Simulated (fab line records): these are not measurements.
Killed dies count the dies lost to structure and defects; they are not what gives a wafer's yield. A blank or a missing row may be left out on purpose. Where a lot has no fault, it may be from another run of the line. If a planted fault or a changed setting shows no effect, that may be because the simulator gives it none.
Lot-split experiment | flow sky130 | on a route of 708 steps: 5 lots, 23 wafers read

ON THE SPLIT
At SKY_NWELL_IMPLANT_24, the setting energyKev was moved away from the recipe's 140 on 7 of the 23 wafers read, by -2.4% to +4.9%. For the rest of the wafers, this setting stayed at what the recipe calls for.

The split's own step is where the reading is taken.

THE READING
The simulator's own value implant.drpNm, read by no gauge, in nm at SKY_NWELL_IMPLANT_24. No usual value for it is given in the file.

wafer  | tool, chamber at the split | energyKev as run | against the recipe | implant.drpNm, nm | against lot-mates on the recipe
L076.1 | implanter-01, 0            | 140              | recipe             | 95.47             | -
L076.2 | implanter-01, 0            | 140              | recipe             | 95.47             | -
L076.5 | implanter-01, 0            | 140              | recipe             | 95.47             | -
L076.3 | implanter-01, 0            | 136.7            | -2.4%              | 94.59             | -0.88
L076.4 | implanter-01, 0            | 136.7            | -2.4%              | 94.59             | -0.88
L078.2 | implanter-03, 0            | 140              | recipe             | 95.47             | -
L078.5 | implanter-03, 0            | 140              | recipe             | 95.47             | -
L078.6 | implanter-03, 0            | 140              | recipe             | 95.47             | -
L079.2 | implanter-01, 0            | 140              | recipe             | 95.47             | -
L079.3 | implanter-01, 0            | 140              | recipe             | 95.47             | -
L079.4 | implanter-01, 0            | 140              | recipe             | 95.47             | -
L079.5 | implanter-01, 0            | 140              | recipe             | 95.47             | -
L079.6 | implanter-01, 0            | 140              | recipe             | 95.47             | -
L080.1 | implanter-01, 0            | 140              | recipe             | 95.47             | -
L080.4 | implanter-01, 0            | 140              | recipe             | 95.47             | -
L080.5 | implanter-01, 0            | 140              | recipe             | 95.47             | -
L080.2 | implanter-01, 0            | 146.9            | +4.9%              | 97.19             | +1.72
L080.3 | implanter-01, 0            | 146.9            | +4.9%              | 97.19             | +1.72
L085.1 | implanter-03, 0            | 140              | recipe             | 95.47             | -
L085.3 | implanter-03, 0            | 140              | recipe             | 95.47             | -
L085.2 | implanter-03, 0            | 146.7            | +4.8%              | 97.14             | +1.67
L085.5 | implanter-03, 0            | 146.7            | +4.8%              | 97.14             | +1.67
L085.6 | implanter-03, 0            | 146.7            | +4.8%              | 97.14             | +1.67

FIT RESULTS
A straight line over all 23 wafers: implant.drpNm changes by +0.352 nm for each +1% of energyKev; r = +1.00; the points scatter about the line by 0.015 nm.
The same after taking each lot's own level away (the mean of its wafers on the recipe; 23 wafers): +0.352 nm for each +1%; r = +1.00; scatter 0.015 nm.
Per that fit: largest energyKev move, reading shift of 1.7 nm.
The lots' own levels span 95.470 to 95.470 nm.
Consequently the slope shifts little with the lot-to-lot level, the two slopes agreeing.
Check: +1.73 nm against its lot-mates is what the line predicts for one of the wafers moved furthest among these (+4.9%) when that wafer is left out of the fit. It came out at +1.72 nm against them.

THESE WAFERS: OTHER SPLITS
Other splits were also applied to these wafers ahead of the reading. Each is held against what the fit with the lots' levels taken away leaves over:
other split on the same wafers     | wafers away from the commonest value | r with implant.drpNm (lot level and that fit taken away)
SKY_FIELD_ISO_OXIDATION_01 oxTimeS | 15                                   | -0.30
SKY_FIELD_ISO_EXPOSE_10 doseMj     | 5                                    | +0.28
SKY_FIELD_ISO_ETCH_14 biasW        | 10                                   | -0.14
SKY_FIELD_ISO_OXIDATION_22 tempC   | 10                                   | -0.38
SKY_DNWELL_COAT_02 spinRpm         | 8                                    | +0.07
SKY_NWELL_COAT_05 spinRpm          | 12                                   | -0.04

THE FILE'S OWN FIT
implant.drpNm changes by +0.351 nm for each +1% of energyKev, r = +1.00.
